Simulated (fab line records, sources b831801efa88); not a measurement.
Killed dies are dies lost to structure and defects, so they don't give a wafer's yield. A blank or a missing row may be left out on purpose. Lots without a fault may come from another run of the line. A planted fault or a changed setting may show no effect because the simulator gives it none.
Which tool did it? | flow gf180mcu | 6 lots, 18 wafers sampled, at 2 steps of a route of 602

WHAT THE GAUGES READ, wafer by wafer
GF_V3_THK_MEAS_03.
lot  | measured     | on            | V3_CVD_02_THK (nm)
L982 | day 22 07:25 | film_metro-04 | 863 862 871
L984 | day 22 22:50 | film_metro-01 | 835 855 850
L990 | day 25 00:25 | film_metro-04 | 299 299 315
L998 | day 27 10:40 | film_metro-04 | 837 853 855
L101 | day 28 07:17 | film_metro-02 | 834 859 834
L103 | day 28 20:17 | film_metro-01 | 820 861 861

WHICH TOOL RAN EACH LOT (tool, then ch and the chambers of the sampled wafers, then the start)
lot  | GF_V3_CVD_02
L982 | pecvd-02 ch 0,1, day 22 07:20
L984 | pecvd-03 ch 0,2, day 22 22:45
L990 | pecvd-03 ch 0,2, day 25 00:20
L998 | pecvd-02 ch 0,2, day 27 10:36
L101 | pecvd-04 ch 0,1,2, day 28 07:13
L103 | pecvd-04 ch 0,1,2, day 28 20:12
- GF_V3_CVD_02: deposits SiO2 from TEOS, target thk 850 nm, time 94.851 s.

THE ANSWER, worked out from the rows above alone
Rule: what is usual is taken from the lots themselves. Put in order of their means at a reading, lots are off if they are a third of the lots or fewer, leave a main group of 4 or more, and stand apart from it by a gap of 3 or more times the standard deviation of the main group's means; of several such gaps the widest counts. A main group whose means are all the same, to the digits that the tables above print for the reading, isn't used. A lot without any number at a reading at which 4 lots or more have one is off too. The other lots that the step has rows for count as sound.
Off: L990, at GF_V3_THK_MEAS_03 (V3_CVD_02_THK). The main group: mean 850 nm, standard deviation 7.9.
A tool fits if, at a process step before that reading, it ran every lot that is off, and no sound lot after the first of them. The gauges at GF_V3_THK_MEAS_03 are tried like those tools. One fits: pecvd-03 at GF_V3_CVD_02. Its last sound lot is L984 (day 22 22:45), its first lot that is off L990 (day 25 00:20): a fault that began between those two fits.

WHAT THE SIMULATOR HAD PUT IN
Process parameter drift: pecvd-03, from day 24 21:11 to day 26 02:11, at GF_V3_CVD_02. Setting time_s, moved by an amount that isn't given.
Lots struck among those shown: L990. The rule above found the same.
